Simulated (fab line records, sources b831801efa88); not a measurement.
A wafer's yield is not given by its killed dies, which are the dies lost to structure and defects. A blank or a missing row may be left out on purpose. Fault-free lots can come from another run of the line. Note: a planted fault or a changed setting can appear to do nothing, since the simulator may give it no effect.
fab line records	flow gf180mcu
record: lots: 13	wafers: 38	last_day: 34
route steps=602 shown SALICIDE@286 V1@339
lots untouched by any fault: they come from a run of this same line in which no faults occurred
start_h: hours from the record's first day to the start of the lot's first wafer shown	wait_h: hours since the lot's step before	" as in the row above	L1.1+2: a row that stands for several wafers	- no value, or no start given	* or withheld: withheld	< > ~ a bound
route shown NAME@n: a module of which the file shows steps, and the number in the route of the first	usual: mean and standard deviation over wafers with no fault	same: alike in all rows	chamber/n: place in a boat	sites: each site's reading	_std_site: how widely they spread, as a standard deviation	_edge_site: the outer-site mean with the inner-site mean subtracted	radius_mm: for every site, how far away it sits from the centre of the wafer	mask NAME#n: copy n	behind: the tool/chamber that last shaped the wafer	hold: why the lot went on hold/how many hours it stayed there/how the hold came to an end	device: whichever transistor did not switch (one of n, p or np)	end of line: tests of these same wafers at the route's end	where a step has no rows: the recipe by itself	killed: dies that structure and defects cost at the first sort, which is not the same as the wafer's yield	map: per-die view of a wafer (x killed, . not killed, _ where there is no die)
set.NAME: the setting that was run; set.NAME@STEP: the one run at that earlier step	model.NAME: the simulator's own value behind a step, which no gauge read
one table for each step of the route and one row for each wafer, over a sample of lots
services: from which hour (start_h, from the record's first day; less than 0 if before it) a tool's chamber was out of use, for how many hours, and why
== steps ==
step: GF_SALICIDE_RTA_08
recipe: temp_c: 800	time_s: 30	ambient: N2
usual: lamp_power_pct: 17.5/0.42	wafer_temp_C_max: 803.1/1.1
lot.wafer	tool	chamber	start_h	wait_h	lamp_power_pct	wafer_temp_C_max
L980.3	rtp_anneal-02	0	340.02	0.0	17.2	801.8
L980.5	"	0	"	"	17.2	801.8
L980.6	"	0	"	"	17.2	803.3
L982.1	rtp_anneal-01	0	358.47	0.0	18.1	804.3
L982.2	"	0	"	"	18.0	804.9
L982.6	"	0	"	"	18.0	804.0
L983.1	rtp_anneal-01	0	361.70	0.0	18.0	804.4
L983.4	"	0	"	"	18.1	804.2
L983.6	"	0	"	"	18.0	805.4
L985.1	rtp_anneal-02	0	383.88	0.0	17.2	801.1
L985.5	"	0	"	"	17.2	801.2
L985.6	"	0	"	"	17.2	801.8
L987.1	rtp_anneal-02	0	397.88	0.0	17.1	802.1
L987.3	"	0	"	"	17.2	802.5
L987.6	"	0	"	"	17.1	801.8
L989.3	rtp_anneal-02	0	418.68	0.0	17.2	801.7
L989.5	"	0	"	"	17.1	802.7
L989.6	"	0	"	"	17.2	802.5
L990.1	rtp_anneal-02	0	428.53	0.0	17.1	802.4
L990.3	"	0	"	"	17.2	803.0
L990.5	"	0	"	"	17.2	802.9
L994.2	rtp_anneal-02	0	459.01	0.0	17.2	802.7
L994.4	"	0	"	"	17.2	802.1
L996.2	rtp_anneal-02	0	483.71	0.0	17.1	802.3
L996.4	"	0	"	"	17.2	802.6
L996.5	"	0	"	"	17.2	803.0
L100.2	rtp_anneal-01	0	509.94	0.0	18.0	803.5
L100.3	"	0	"	"	18.0	804.0
L100.5	"	0	"	"	18.0	805.1
L101.1	rtp_anneal-02	0	518.05	0.0	17.2	803.0
L101.5	"	0	"	"	17.1	802.4
L101.6	"	0	"	"	17.2	802.6
L102.4	rtp_anneal-01	0	531.42	0.1	18.1	804.2
L102.5	"	0	"	"	18.1	804.9
L102.6	"	0	"	"	18.0	804.4
L103.2	rtp_anneal-01	0	533.31	0.0	18.0	805.5
L103.5	"	0	"	"	18.1	805.8
L103.6	"	0	"	"	18.1	805.3
step: GF_V1_CMP_04
recipe: material: SiO2	down_force_psi: 4	platen_rpm: 60	pad_velocity_m_s: 0.94248
usual: head_pressure_psi: 4.000/0.0083	motor_current_A: 12.1/1.4	slurry_filter_dp_kPa: 13.49/0.14	time_to_endpoint_s: 82/5.6
lot.wafer	tool	chamber	start_h	wait_h	head_pressure_psi	motor_current_A	slurry_filter_dp_kPa	time_to_endpoint_s
L980.3	cmp-01	2	388.13	0.1	3.993	10.8	13.52	70
L980.5	"	1	"	"	3.995	11.4	13.54	75
L980.6	"	2	"	"	3.997	10.9	13.51	83
L982.2	cmp-02	0	408.48	0.0	4.007	15.1	13.28	80
L982.1	"	1	"	"	4.011	11.0	13.46	82
L982.6	"	1	"	"	4.010	10.9	13.41	89
L983.4	cmp-01	1	411.21	0.1	3.995	11.1	13.51	97
L983.1	"	3	"	"	3.998	14.8	13.55	80
L983.6	"	1	"	"	4.006	10.6	13.42	89
L985.1	cmp-01	3	434.50	0.2	4.013	14.2	13.35	74
L985.5	"	0	"	"	3.985	11.6	13.15	86
L985.6	"	1	"	"	4.013	11.9	13.62	87
L987.1	cmp-02	0	447.72	0.1	3.994	15.0	13.35	73
L987.3	"	1	"	"	3.988	11.1	13.69	69
L987.6	"	0	"	"	3.992	14.3	13.51	77
L989.3	cmp-01	1	471.25	0.0	4.007	11.4	13.47	81
L989.6	"	1	"	"	4.015	11.1	13.41	87
L989.5	"	2	"	"	3.996	11.3	13.44	87
L990.1	cmp-01	3	480.16	0.1	3.993	14.6	13.66	69
L990.3	"	1	"	"	3.998	10.6	13.52	84
L990.5	"	2	"	"	4.003	11.2	13.43	78
L994.4	cmp-01	1	509.06	0.1	3.990	10.8	13.52	87
L994.2	"	2	"	"	3.980	11.6	13.52	93
L996.4	cmp-02	2	533.56	0.1	3.997	11.7	13.63	87
L996.2	"	0	"	"	4.008	14.2	13.48	76
L996.5	"	1	"	"	3.992	11.3	13.27	86
L100.3	cmp-02	3	558.50	0.1	3.991	11.3	13.45	76
L100.2	"	0	"	"	3.996	14.6	13.54	79
L100.5	"	1	"	"	4.006	11.2	13.45	85
L101.1	cmp-02	0	566.78	0.4	3.994	14.4	13.63	75
L101.6	"	1	"	"	4.005	11.4	13.70	84
L101.5	"	2	"	"	3.999	12.5	13.60	87
L102.4	cmp-01	3	578.98	0.1	4.001	14.4	13.76	81
L102.6	"	1	"	"	4.004	11.4	13.36	76
L102.5	"	2	"	"	4.010	11.3	13.82	85
L103.2	cmp-01	2	581.27	0.2	4.001	11.2	13.21	77
L103.5	"	3	"	"	4.001	14.7	13.35	83
L103.6	"	0	"	"	3.998	11.4	13.51	87
step: GF_V1_BOW_MEAS_05
recipe: mode: bow
usual: V1_BOW: 83/7.2
lot.wafer	tool	chamber	start_h	wait_h	V1_BOW[um]
L980.3	film_metro-04	-	388.42	0.2	83
L980.5	"	-	"	"	78
L980.6	"	-	"	"	83
L982.1	film_metro-04	-	408.78	0.2	85
L982.2	"	-	"	"	86
L982.6	"	-	"	"	88
L983.1	film_metro-04	-	411.46	0.1	90
L983.4	"	-	"	"	80
L983.6	"	-	"	"	83
L985.1	film_metro-01	-	434.65	0.1	77
L985.5	"	-	"	"	72
L985.6	"	-	"	"	81
L987.1	film_metro-02	-	447.97	0.2	91
L987.3	"	-	"	"	79
L987.6	"	-	"	"	80
L989.3	film_metro-01	-	471.59	0.3	89
L989.5	"	-	"	"	82
L989.6	"	-	"	"	95
L990.1	film_metro-01	-	480.41	0.2	73
L990.3	"	-	"	"	80
L990.5	"	-	"	"	96
L994.2	film_metro-04	-	509.28	0.1	85
L994.4	"	-	"	"	86
L996.2	film_metro-01	-	533.83	0.1	90
L996.4	"	-	"	"	80
L996.5	"	-	"	"	85
L100.2	film_metro-01	-	558.72	0.1	77
L100.3	"	-	"	"	85
L100.5	"	-	"	"	83
L101.1	film_metro-01	-	566.93	0.1	85
L101.5	"	-	"	"	95
L101.6	"	-	"	"	90
L102.4	film_metro-01	-	579.24	0.2	81
L102.5	"	-	"	"	90
L102.6	"	-	"	"	92
L103.2	film_metro-01	-	581.44	0.1	84
L103.5	"	-	"	"	85
L103.6	"	-	"	"	78
step: GF_V1_OVL_MEAS_15
usual: V1_OVL: 0/5.4
lot.wafer	tool	chamber	start_h	wait_h	V1_OVL[nm]
L980.3	overlay-02	-	411.65	0.1	-4
L980.5	"	-	"	"	-4
L980.6	"	-	"	"	-1
L982.1	overlay-01	-	432.72	0.1	-1
L982.2	"	-	"	"	-6
L982.6	"	-	"	"	-1
L983.1	overlay-01	-	435.93	0.1	2
L983.4	"	-	"	"	0
L983.6	"	-	"	"	-3
L985.1	overlay-02	-	459.47	0.1	9
L985.5	"	-	"	"	12
L985.6	"	-	"	"	9
L987.1	overlay-02	-	471.87	0.1	2
L987.3	"	-	"	"	-1
L987.6	"	-	"	"	4
L989.3	overlay-01	-	495.83	0.1	-5
L989.5	"	-	"	"	-7
L989.6	"	-	"	"	-9
L990.1	overlay-02	-	504.23	0.1	-4
L990.3	"	-	"	"	0
L990.5	"	-	"	"	-3
L994.2	overlay-02	-	532.39	0.1	-6
L994.4	"	-	"	"	-11
L996.2	overlay-02	-	556.33	0.1	4
L996.4	"	-	"	"	6
L996.5	"	-	"	"	9
L100.2	overlay-01	-	581.04	0.1	0
L100.3	"	-	"	"	0
L100.5	"	-	"	"	7
L101.1	overlay-02	-	588.83	0.1	7
L101.5	"	-	"	"	3
L101.6	"	-	"	"	0
L102.4	overlay-01	-	599.80	0.1	11
L102.5	"	-	"	"	10
L102.6	"	-	"	"	6
L103.2	overlay-01	-	602.43	0.1	-3
L103.5	"	-	"	"	-2
L103.6	"	-	"	"	1
step: GF_V1_ETCH_17
recipe: chemistry: C4F8/O2/Ar	mask_material: KrF	target: SiO2	stop_on: TiN	source_w: 1500	bias_w: 1200	pressure_mtorr: 40	c4f8_flow_sccm: withheld	O2_flow_sccm: 6	Ar_flow_sccm: 300	time_s: withheld	target_depth_a: 6300
usual: oes_product_au: 0.856/0.0049
lot.wafer	tool	chamber	start_h	wait_h	oes_product_au
L980.3	rie_diel-03	0	-	-	0.862
L980.5	"	1	"	"	0.854
L980.6	"	2	"	"	0.855
L982.1	rie_diel-02	1	-	-	0.848
L982.2	"	2	"	"	0.863
L982.6	"	2	"	"	0.861
L983.1	rie_diel-01	2	-	-	0.852
L983.4	"	0	"	"	0.854
L983.6	"	2	"	"	0.857
L985.1	rie_diel-02	3	-	-	0.851
L985.5	"	0	"	"	0.858
L985.6	"	1	"	"	0.860
L987.1	rie_diel-02	1	-	-	0.867
L987.3	"	2	"	"	0.861
L987.6	"	3	"	"	0.853
L989.3	rie_diel-01	1	-	-	0.860
L989.5	"	0	"	"	0.857
L989.6	"	3	"	"	0.854
L990.1	rie_diel-01	2	-	-	0.863
L990.3	"	0	"	"	0.859
L990.5	"	0	"	"	0.856
L994.2	rie_diel-01	2	-	-	0.901
L994.4	"	3	"	"	0.854
L996.2	rie_diel-02	0	-	-	0.853
L996.4	"	1	"	"	0.859
L996.5	"	1	"	"	0.858
L100.2	rie_diel-01	3	-	-	0.855
L100.3	"	2	"	"	0.860
L100.5	"	3	"	"	0.856
L101.1	rie_diel-02	1	-	-	0.865
L101.5	"	0	"	"	0.858
L101.6	"	3	"	"	0.853
L102.4	rie_diel-02	1	-	-	0.859
L102.5	"	3	"	"	0.849
L102.6	"	0	"	"	0.856
L103.2	rie_diel-02	0	-	-	0.861
L103.5	"	0	"	"	0.856
L103.6	"	1	"	"	0.860
== services ==
tool	chamber	start_h	hours	kind
cmp-02	-	334.69	6.9	pm
rie_diel-02	2	344.41	14.2	repair
rie_diel-01	3	361.66	2.4	repair
cmp-01	-	369.05	3.4	repair
cmp-01	-	377.26	3.3	pm
rie_diel-01	0	390.27	2.8	repair
rie_diel-02	-	390.64	0.6	repair
rie_diel-01	-	395.51	2.8	pm
rie_diel-02	1	402.51	12.1	repair
cmp-02	-	404.29	4.0	pm
cmp-02	-	404.65	1.0	repair
rie_diel-02	-	405.74	0.6	repair
rie_diel-02	-	406.72	14.6	pm
rie_diel-02	0	422.79	16.2	repair
cmp-02	-	430.34	1.1	repair
cmp-01	-	477.91	0.9	repair
cmp-02	-	486.00	7.8	pm
rtp_anneal-02	-	531.97	3.7	pm
cmp-02	-	553.18	1.6	repair
rtp_anneal-01	-	564.25	1.1	pm
rtp_anneal-01	-	565.38	3.9	pm
cmp-01	-	565.85	0.8	repair
cmp-01	-	572.18	4.0	pm
cmp-02	-	577.55	0.8	repair
== key ==
first_sign: step: GF_V1_ETCH_17	reading: oes_product_au	direction: up	sigmas: 9.1	usual: 0.856	struck: 0.901
effect none on later readings
met_at GF_V1_CMP_04
struck_lots L994
struck_wafers L994.2
sort_left_out L994.2
not_acting_at GF_SALICIDE_RTA_08,GF_V1_BOW_MEAS_05,GF_V1_OVL_MEAS_15
onset_between 480.16 509.06
fault: kind: process_parameter_drift	tool: cmp-01	chamber: -	onset_h: 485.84	steps: GF_V1_CMP_04	channel: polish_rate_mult	offset: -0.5	shape: step	end_h: 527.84	scope: struck_wafers_only
sort_left_out: the simulated sort isn't trusted on such a fault, so these wafers' sort isn't shown, and their yield isn't known
